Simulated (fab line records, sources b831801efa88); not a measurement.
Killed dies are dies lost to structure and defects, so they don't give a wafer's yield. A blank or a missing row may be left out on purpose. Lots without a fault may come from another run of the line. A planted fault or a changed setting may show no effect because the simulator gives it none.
Which tool did it? | flow gf180mcu | 24 lots, 72 wafers sampled, at 6 steps of a route of 602

WHAT THE GAUGES READ, wafer by wafer
GF_CONTACT_THK_MEAS_26: measures by xrf.
lot  | measured     | on            | CONTACT_W_THK (nm)
L074 | day 16 10:25 | film_metro-04 | 304 304 305
L075 | day 16 15:58 | film_metro-01 | 299 298 300
L076 | day 17 06:43 | film_metro-02 | 305 309 304
L077 | day 17 23:30 | film_metro-01 | 306 300 303
L078 | day 18 09:18 | film_metro-04 | 296 304 291
L079 | day 19 00:17 | film_metro-02 | 311 307 309
L081 | day 19 04:50 | film_metro-02 | 323 326 306
L080 | day 19 08:58 | film_metro-01 | 313 299 298
L082 | day 19 16:25 | film_metro-04 | 300 301 299
L084 | day 20 04:40 | film_metro-04 | 301 305 303
L083 | day 20 09:59 | film_metro-01 | 299 302 303
L085 | day 20 20:33 | film_metro-02 | 301 304 303
L086 | day 20 22:22 | film_metro-02 | 310 325 314
L087 | day 21 08:19 | film_metro-02 | 305 305 310
L088 | day 21 19:06 | film_metro-04 | 310 294 297
L090 | day 22 12:48 | film_metro-02 | 306 305 313
L089 | day 22 14:23 | film_metro-01 | 309 306 317
L091 | day 22 18:16 | film_metro-01 | 304 298 300
L092 | day 23 08:56 | film_metro-01 | 314 312 301
L093 | day 23 16:54 | film_metro-04 | 304 302 303
L094 | day 23 18:33 | film_metro-01 | 304 300 302
L095 | day 23 23:07 | film_metro-04 | 300 315 301
L097 | day 24 15:38 | film_metro-02 | 318 306 303
L096 | day 24 17:46 | film_metro-02 | 317 304 315

GF_V1_RS_MEAS_24: measures by four-point-probe.
lot  | measured     | on            | V1_W_RS (ohm/sq)
L074 | day 18 12:41 | film_metro-03 | 0.317 0.319 0.315
L075 | day 18 18:37 | film_metro-02 | 0.337 0.332 0.335
L076 | day 19 10:31 | film_metro-03 | 0.330 0.332 0.332
L077 | day 20 03:58 | film_metro-02 | 0.316 0.330 0.332
L078 | day 20 13:34 | film_metro-02 | 0.335 0.332 0.333
L079 | day 21 04:34 | film_metro-02 | 0.332 0.316 0.330
L081 | day 21 09:25 | film_metro-04 | 0.315 0.331 0.313
L080 | day 21 14:14 | film_metro-04 | 0.333 0.330 0.335
L082 | day 21 22:12 | film_metro-04 | 0.327 0.328 0.325
L084 | day 22 08:34 | film_metro-03 | 0.329 0.321 0.330
L083 | day 22 14:00 | film_metro-04 | 0.328 0.331 0.327
L085 | day 22 23:09 | film_metro-03 | 0.329 0.332 0.329
L086 | day 23 01:02 | film_metro-02 | 0.321 0.321 0.324
L087 | day 23 11:22 | film_metro-02 | 0.331 0.330 0.332
L088 | day 23 21:00 | film_metro-03 | 0.335 0.315 0.316
L090 | day 24 14:05 | film_metro-04 | 0.322 0.330 0.326
L089 | day 24 15:03 | film_metro-04 | 0.318 0.317 0.330
L091 | day 24 20:06 | film_metro-03 | 0.318 0.331 0.320
L092 | day 25 08:55 | film_metro-04 | 0.318 0.332 0.318
L093 | day 25 16:22 | film_metro-04 | 0.318 0.336 0.318
L094 | day 25 18:13 | film_metro-03 | 0.330 0.328 0.331
L095 | day 25 22:23 | film_metro-02 | 0.331 0.327 0.325
L097 | day 26 14:14 | film_metro-02 | 0.326 0.326 0.320
L096 | day 26 16:54 | film_metro-03 | 0.327 0.328 0.325

GF_MIM_THK_MEAS_06.
lot  | measured     | on            | MIM_CVD_05_THK (nm)
L074 | day 24 23:52 | film_metro-03 | 41.5 41.8 41.9
L075 | day 25 04:04 | film_metro-02 | 41.8 41.4 41.3
L076 | day 25 18:49 | film_metro-02 | 42.3 42.4 42.9
L077 | day 26 08:31 | film_metro-01 | 41.0 42.1 41.9
L078 | day 26 18:28 | film_metro-03 | 41.2 40.8 41.4
L079 | day 27 06:42 | film_metro-01 | 41.0 40.6 42.3
L081 | day 27 08:58 | film_metro-03 | 42.5 42.7 43.2
L080 | day 27 13:44 | film_metro-02 | 42.5 42.3 42.7
L082 | day 27 21:14 | film_metro-01 | 41.4 41.5 41.9
L084 | day 28 05:34 | film_metro-03 | 42.3 42.7 42.7
L083 | day 28 11:52 | film_metro-03 | 41.4 41.3 41.1
L085 | day 28 19:04 | film_metro-01 | 42.5 42.6 42.3
L086 | day 28 19:50 | film_metro-02 | 42.1 42.7 42.1
L087 | day 29 03:32 | film_metro-03 | 41.8 41.1 42.0
L088 | day 29 12:43 | film_metro-03 | 41.6 41.8 41.2
L090 | day 30 03:05 | film_metro-02 | 41.1 42.1 42.1
L089 | day 30 03:37 | film_metro-03 | 41.7 41.2 41.7
L091 | day 30 08:52 | film_metro-03 | 42.5 42.2 42.5
L092 | day 30 20:00 | film_metro-01 | 42.2 42.1 42.3
L093 | day 31 02:26 | film_metro-03 | 42.5 42.5 42.7
L094 | day 31 03:43 | film_metro-03 | 42.6 43.2 42.7
L095 | day 31 10:10 | film_metro-02 | 41.4 41.9 42.0
L097 | day 31 20:02 | film_metro-01 | 41.7 42.3 42.4
L096 | day 31 22:15 | film_metro-01 | 41.2 41.9 41.8

WHICH TOOL RAN EACH LOT (tool, then ch and the chambers of the sampled wafers, then the start)
lot  | GF_M1_SPUTTER_00             | GF_V3_CMP_26                  | GF_M4_METAL_ETCH_16
L074 | pvd_sputter-04, day 16 10:46 | cmp-02 ch 0,1, day 22 21:55   | rie_metal-02 ch 0,1, day 23 21:56
L075 | pvd_sputter-02, day 16 16:19 | cmp-02 ch 0,1,3, day 23 02:59 | rie_metal-01 ch 0,1, day 24 02:50
L076 | pvd_sputter-04, day 17 07:14 | cmp-01 ch 0,1,2, day 23 18:28 | rie_metal-02 ch 0,1, day 24 17:26
L077 | pvd_sputter-04, day 17 23:51 | cmp-01 ch 1,3, day 24 09:38   | rie_metal-02 ch 0,1, day 25 08:15
L078 | pvd_sputter-02, day 18 09:40 | cmp-01 ch 1,2,3, day 24 19:34 | rie_metal-04 ch 0,1, day 25 17:51
L079 | pvd_sputter-04, day 19 00:38 | cmp-01 ch 1,2,3, day 25 08:44 | rie_metal-01 ch 1, day 26 06:25
L081 | pvd_sputter-04, day 19 05:10 | cmp-01 ch 2,3, day 25 11:47   | rie_metal-02 ch 0,1, day 26 09:16
L080 | pvd_sputter-04, day 19 09:19 | cmp-01 ch 0,2,3, day 25 16:14 | rie_metal-04 ch 0,1, day 26 14:08
L082 | pvd_sputter-02, day 19 16:46 | cmp-02 ch 1,2,3, day 25 23:16 | rie_metal-02 ch 0,1, day 26 21:08
L084 | pvd_sputter-03, day 20 05:00 | cmp-02 ch 1,3, day 26 09:20   | rie_metal-01 ch 0,1, day 27 06:43
L083 | pvd_sputter-02, day 20 10:21 | cmp-02 ch 1,2,3, day 26 14:05 | rie_metal-04 ch 0,1, day 27 11:42
L085 | pvd_sputter-04, day 20 20:53 | cmp-01 ch 0,1, day 26 23:13   | rie_metal-01 ch 0,1, day 27 20:16
L086 | pvd_sputter-03, day 20 22:43 | cmp-01 ch 0,1,2, day 27 00:01 | rie_metal-04 ch 0,1, day 27 20:17
L087 | pvd_sputter-04, day 21 08:40 | cmp-01 ch 0,3, day 27 08:32   | rie_metal-02 ch 0,1, day 28 04:53
L088 | pvd_sputter-04, day 21 19:28 | cmp-01 ch 0,2,3, day 27 17:40 | rie_metal-01 ch 0,1, day 28 14:09
L090 | pvd_sputter-04, day 22 13:10 | cmp-01 ch 2,3, day 28 08:59   | rie_metal-01 ch 1, day 29 04:47
L089 | pvd_sputter-03, day 22 14:47 | cmp-02 ch 0,2,3, day 28 09:56 | rie_metal-02 ch 0,1, day 29 05:29
L091 | pvd_sputter-04, day 22 18:59 | cmp-02 ch 1,2,3, day 28 14:55 | rie_metal-04 ch 0,1, day 29 10:32
L092 | pvd_sputter-03, day 23 09:16 | cmp-01 ch 0,1,3, day 29 01:47 | rie_metal-02 ch 0,1, day 29 21:46
L093 | pvd_sputter-02, day 23 17:14 | cmp-01 ch 0,2,3, day 29 09:20 | rie_metal-02 ch 0,1, day 30 04:43
L094 | pvd_sputter-02, day 23 19:02 | cmp-01 ch 0,1,3, day 29 10:41 | rie_metal-04 ch 0,1, day 30 06:00
L095 | pvd_sputter-02, day 23 23:27 | cmp-02 ch 0,2,3, day 29 16:01 | rie_metal-04 ch 0,1, day 30 11:44
L097 | pvd_sputter-03, day 24 16:08 | cmp-02 ch 2,3, day 30 04:19   | rie_metal-04 ch 0,1, day 30 23:22
L096 | pvd_sputter-02, day 24 18:07 | cmp-02 ch 0,1, day 30 06:05   | rie_metal-04 ch 0,1, day 31 01:27
- GF_M1_SPUTTER_00: material Ti, target thk 37.5 nm, time 150 s.
- GF_V3_CMP_26: polishes, stops on SiO2, t overpolish 15 s, target thk 0 nm.
- GF_M4_METAL_ETCH_16: etches the open film in Cl2/BCl3, stops on SiO2, target depth 627.5 nm, time 104.6 s.

WHAT THE TOOLS THEMSELVES READ (means of the sampled wafers that have a number; where no wafer has one, the mark that the record gives instead)
GF_M1_SPUTTER_00.
lot  | tool           | throttle_valve_pct (%)
L074 | pvd_sputter-04 | 30.2
L075 | pvd_sputter-02 | 30.9
L076 | pvd_sputter-04 | 30.5
L077 | pvd_sputter-04 | 29.8
L078 | pvd_sputter-02 | 30.6
L079 | pvd_sputter-04 | 30.4
L081 | pvd_sputter-04 | 29.8
L080 | pvd_sputter-04 | 29.9
L082 | pvd_sputter-02 | 30.1
L084 | pvd_sputter-03 | 29.4
L083 | pvd_sputter-02 | 30.7
L085 | pvd_sputter-04 | 29.7
L086 | pvd_sputter-03 | 29.1
L087 | pvd_sputter-04 | 30.2
L088 | pvd_sputter-04 | 30.3
L090 | pvd_sputter-04 | 30.2
L089 | pvd_sputter-03 | 30.3
L091 | pvd_sputter-04 | 30.3
L092 | pvd_sputter-03 | 30.2
L093 | pvd_sputter-02 | 31.7
L094 | pvd_sputter-02 | 31.1
L095 | pvd_sputter-02 | 30.6
L097 | pvd_sputter-03 | 30.4
L096 | pvd_sputter-02 | 31.2

GF_V3_CMP_26.
lot  | tool   | motor_current_A (A) | overpolish_run_s (s) | time_to_endpoint_s (s)
L074 | cmp-02 | 11.2                | 15.003               | 84
L075 | cmp-02 | 10.3                | 14.994               | 84
L076 | cmp-01 | 11.4                | 15.002               | 88
L077 | cmp-01 | 9.7                 | 14.993               | 84
L078 | cmp-01 | 10.7                | 15.000               | 85
L079 | cmp-01 | 11.0                | 15.004               | 84
L081 | cmp-01 | 11.3                | 15.004               | 81
L080 | cmp-01 | 11.7                | 15.001               | 82
L082 | cmp-02 | 10.7                | 15.006               | 81
L084 | cmp-02 | 9.5                 | 14.994               | 81
L083 | cmp-02 | 11.0                | 15.000               | 82
L085 | cmp-01 | 11.1                | 15.000               | 86
L086 | cmp-01 | 11.4                | 15.007               | 84
L087 | cmp-01 | 10.6                | 15.007               | 83
L088 | cmp-01 | 11.0                | 15.004               | 86
L090 | cmp-01 | 10.9                | 14.996               | 82
L089 | cmp-02 | 11.6                | 14.992               | 88
L091 | cmp-02 | 11.1                | 14.998               | 90
L092 | cmp-01 | 10.4                | 14.993               | 86
L093 | cmp-01 | 11.4                | 15.006               | 85
L094 | cmp-01 | 10.2                | 14.990               | 84
L095 | cmp-02 | 11.3                | 15.012               | 84
L097 | cmp-02 | 10.9                | 14.998               | 83
L096 | cmp-02 | 10.9                | 14.995               | 86

GF_M4_METAL_ETCH_16.
lot  | tool         | drypump_motor_current_A (A) | mfc_cl2_sccm (sccm) | oes_product_au (a.u.) | throttle_valve_pct (%)
L074 | rie_metal-02 | 6.4                         | 79.75               | 0.973                 | 28.241
L075 | rie_metal-01 | 5.8                         | 79.88               | 0.981                 | 28.244
L076 | rie_metal-02 | 6.3                         | 79.86               | 0.978                 | 28.246
L077 | rie_metal-02 | 6.4                         | 79.90               | 0.965                 | 28.263
L078 | rie_metal-04 | 5.5                         | 79.87               | 0.974                 | 28.242
L079 | rie_metal-01 | 6.0                         | 79.95               | 0.968                 | 28.261
L081 | rie_metal-02 | 6.3                         | 80.05               | 0.970                 | 28.251
L080 | rie_metal-04 | 5.5                         | 80.09               | 0.973                 | 28.247
L082 | rie_metal-02 | 6.4                         | 80.04               | 0.964                 | 28.267
L084 | rie_metal-01 | 5.5                         | 79.91               | 0.971                 | 28.249
L083 | rie_metal-04 | 5.5                         | 80.07               | 0.975                 | 28.247
L085 | rie_metal-01 | 5.8                         | 80.20               | 0.980                 | 28.242
L086 | rie_metal-04 | 5.5                         | 79.89               | 0.970                 | 28.248
L087 | rie_metal-02 | 6.4                         | 79.98               | 0.983                 | 28.246
L088 | rie_metal-01 | 5.5                         | 80.28               | 0.976                 | 28.249
L090 | rie_metal-01 | 6.0                         | 79.78               | 0.969                 | 28.263
L089 | rie_metal-02 | 6.3                         | 80.05               | 0.971                 | 28.251
L091 | rie_metal-04 | 5.5                         | 79.73               | 0.968                 | 28.252
L092 | rie_metal-02 | 6.4                         | 80.09               | 0.978                 | 28.256
L093 | rie_metal-02 | 6.4                         | 80.12               | 0.967                 | 28.244
L094 | rie_metal-04 | 5.5                         | 80.01               | 0.974                 | 28.256
L095 | rie_metal-04 | 5.5                         | 79.97               | 0.973                 | 28.250
L097 | rie_metal-04 | 5.5                         | 79.99               | 0.967                 | 28.247
L096 | rie_metal-04 | 5.6                         | 79.94               | 0.973                 | 28.246

THE ANSWER, worked out from the rows above alone
Rule: what is usual is taken from the lots themselves. Put in order of their means at a reading, lots are off if they are a third of the lots or fewer, leave a main group of 4 or more, and stand apart from it by a gap of 3 or more times the standard deviation of the main group's means; of several such gaps the widest counts. A main group whose means are all the same, to the digits that the tables above print for the reading, isn't used. A lot without any number at a reading at which 4 lots or more have one is off too. The other lots that the step has rows for count as sound. The gauges are gone through in route order, then the tools' own readings, and for those a lot's mean is taken as printed above. The first step at which some lot is off is used, and at that step the reading that is off furthest; a lot without a number counts as furthest.
No lot is off at any reading shown: from this, nothing can be told.

WHAT THE SIMULATOR HAD PUT IN
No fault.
